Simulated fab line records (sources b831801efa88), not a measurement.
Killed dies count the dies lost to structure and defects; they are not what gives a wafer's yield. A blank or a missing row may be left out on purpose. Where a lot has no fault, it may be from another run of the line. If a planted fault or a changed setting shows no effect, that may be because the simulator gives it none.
A lot that was struck, set against a sound lot :: flow gf180mcu :: 14 steps out of a route of 602
Sound: these wafers, L126.1, L126.4, L126.6. Struck: wafers L131.1, L131.2, L131.4. The cause comes at the end.
Per side, at each step with rows, come the tool, then ch with its chambers, and then its first start. Under that, the readings that differ: sound wafers :: struck wafers :: difference of the means :: sigmas: that difference in standard deviations of wafers without a fault.
alike: readings whose means differ by less than 2 such deviations, and words and numbers that are the same on both sides. not compared: withheld readings, readings that some wafer has no value for, bounds like >300 that may hide the same value, and numbers for which the record gives no deviation and whose values overlap.
A row with sigmas, a row that says differs or no value, or rows on one side alone: a step with any of these is where the two part. When numbers do not overlap yet have no deviation, they are printed without sigmas and do not part them. A reading missing from all wafers of one side parts the sides only when that side holds two or more wafers.

GF_PASSIVATION_CVD_00: deposits SiO2 from TEOS, target thk 1000 nm, time 111.95 s.
  sound on pecvd-03 ch 0,1,2, day 29 05:02; struck on pecvd-01 ch 0,1,2, day 30 17:06
  alike: heater power w
GF_PASSIVATION_THK_MEAS_01:
  struck on film metro-02, day 30 17:11; sound on film metro-04, day 29 05:07
  alike: PASSIVATION_CVD_00_THK
GF_PASSIVATION_CVD_02: deposits Si3N4, target thk 700 nm, time 486.18 s.
  sound on pecvd-01 ch 0,2, day 29 05:10; struck on pecvd-03 ch 1,2, day 30 17:14
  alike: heater power w
GF_PASSIVATION_THK_MEAS_03:
  struck on film metro-01, day 30 17:32; sound on film metro-04, day 29 05:27
  alike: PASSIVATION_CVD_02_THK
then, 7 steps without rows for these wafers: GF_PASSIVATION_DEHYDRATE_04 (time 60 s); GF_PASSIVATION_HMDS_05 (prime time 60 s); GF_PASSIVATION_COAT_06 (resist thk 4000 nm); GF_PASSIVATION_SOFTBAKE_07; GF_PASSIVATION_EXPOSE_08 (exposes mask Pad, target cd 40000 nm); GF_PASSIVATION_PEB_09; GF_PASSIVATION_DEVELOP_10 (develop time 60 s).
GF_PASSIVATION_ETCH_11: etches the open film in CF4/O2, stops on TiN, target depth 1800 nm, time 400 s.
  sound on rie diel-04 ch 0,1, day 30 00:03; struck on rie diel-03 ch 1,2,3, day 31 10:56
  alike: drypump motor current A, oes product au, throttle valve pct
  not compared: rf hours counter h
GF_PASSIVATION_STRIP_12: strips in O2/N2.
  sound on plasma asher-02 ch 0,1, day 30 00:17; struck on plasma asher-04 ch 0,1, day 31 11:11
  no value came back on the struck wafers for any of 6 readings (chamber pressure mTorr (mTorr), drypump motor current A (A) and others); on the sound wafers chamber pressure mTorr (mTorr) reads 1499.7 1500.3 1499.2
reading: model.coat_of_PASSIVATION_COAT_06.thk nm (nm)
sound: 0 0 0
struck: 2811 2881 2790
difference: +2827
sigmas: 
  not compared: rf hours counter h
then, 1 step without rows for these wafers: GF_PASSIVATION_ANNEAL_13 (time 1800 s).

== WHERE THEY PART ==
At GF_PASSIVATION_STRIP_12 and nowhere else, as far as this record goes.

WHY: the cause the simulator had injected
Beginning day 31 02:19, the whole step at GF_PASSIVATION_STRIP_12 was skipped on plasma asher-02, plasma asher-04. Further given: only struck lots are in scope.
